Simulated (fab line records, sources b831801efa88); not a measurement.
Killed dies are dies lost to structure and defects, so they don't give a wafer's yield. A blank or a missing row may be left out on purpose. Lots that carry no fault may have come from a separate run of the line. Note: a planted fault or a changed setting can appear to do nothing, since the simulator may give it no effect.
Which tool is to blame? | flow gf180mcu | route of 602 steps, sampled at 1 step: 6 lots, 18 wafers

## WHAT THE GAUGES SHOWED, per wafer
GF_V1_CD_MEAS_14: the cd target is 260 nm.
lot  | measured     | on       | cdNm (nm)
L804 | day 18 21:20 | cdSem-02 | 261.8 262.2 260.2
L806 | day 19 19:29 | cdSem-01 | 259.8 259.7 258.3
L809 | day 20 20:01 | cdSem-01 | 260.1 259.0 260.8
L812 | day 21 20:13 | cdSem-02 | 258.0 256.8 258.6
L814 | day 22 10:24 | cdSem-02 | 260.3 260.8 259.4
L817 | day 23 15:50 | cdSem-02 | 259.8 260.4 260.2

## WHICH TOOL RAN EACH LOT (tool, then ch and the chambers of the sampled wafers, then the start)
The record holds no process step before these readings.

## THE ANSWER, worked out from the rows above alone
Rule: what is usual is taken from the lots themselves. Put in order of their means at a reading, lots are off if they are a third of the lots or fewer, leave a main group of 4 or more, and stand apart from it by a gap of 3 or more times the standard deviation of the main group's means; of several such gaps the widest counts. A main group is skipped when, at the precision printed for the reading in the tables above, its means are all equal. A lot without any number at a reading at which 4 lots or more have one is off too. Where the step has rows for the other lots, those lots are counted as sound.
No lot is off on any of the readings shown, so nothing can be concluded from this.

## WHAT THE SIMULATOR PUT IN
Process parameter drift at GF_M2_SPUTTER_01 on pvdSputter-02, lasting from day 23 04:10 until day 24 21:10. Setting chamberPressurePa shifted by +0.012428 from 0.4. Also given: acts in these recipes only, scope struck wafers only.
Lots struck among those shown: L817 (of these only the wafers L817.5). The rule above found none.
